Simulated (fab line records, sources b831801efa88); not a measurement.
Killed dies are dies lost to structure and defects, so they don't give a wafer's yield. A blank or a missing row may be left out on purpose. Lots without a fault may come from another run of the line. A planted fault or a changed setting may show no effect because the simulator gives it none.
Chamber matching | flow sky130 | SKY_CONTACT_CMP_04 on cmp-02: 4 sister chambers
The step polishes SiO2. 4 wafers are shown with their chamber, then 12 later ones without.

WAFERS WITH THEIR CHAMBER
wafer  | chamber | motor_current_A (A)
L089.4 | 1       | 12.1
L089.5 | 0       | 11.4
L090.5 | 3       | 12.2
L090.6 | 2       | 14.1

WAFERS WITHOUT THEIR CHAMBER
wafer  | motor_current_A (A)
L091.4 | 11.7
L091.5 | 11.3
L091.6 | 12.4
L094.1 | 13.8
L094.2 | 12.3
L094.5 | 10.7
L096.3 | 12.3
L096.4 | 11.1
L096.5 | 12.1
L097.2 | 10.7
L097.3 | 11.8
L097.6 | 14.4

WHICH CHAMBER EACH WENT THROUGH
wafer  | from the rows above          | in truth
L091.4 | can't be placed: 0 or 1 or 3 | 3
L091.5 | can't be placed: 0 or 1      | 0
L091.6 | can't be placed: 3 or 1      | 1
L094.1 | 2                            | 2
L094.2 | can't be placed: 3 or 1      | 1
L094.5 | can't be placed: 0 or 1      | 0
L096.3 | can't be placed: 3 or 1      | 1
L096.4 | can't be placed: 0 or 1      | 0
L096.5 | can't be placed: 1 or 3 or 0 | 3
L097.2 | can't be placed: 0 or 1      | 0
L097.3 | can't be placed: 1 or 3 or 0 | 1
L097.6 | 2                            | 2
Placed correctly: 2 of 12. Can't be placed from these rows: 10 (the true chamber is among the candidates in 10). Placed wrongly: 0.
How it was worked out, from the rows above alone: a wafer's distance from a chamber is the root of the sum, over the readings, of the square of ((its reading less the chamber's mean) divided by the reading's scatter). The wafer belongs to the nearest chamber; if the next one is less than 2 further off, it can't be placed. A chamber's mean is the mean of its shown wafers. The scatter: with one shown wafer a chamber, the root of the mean of the squares of how far each hidden wafer lies from its nearest shown one.
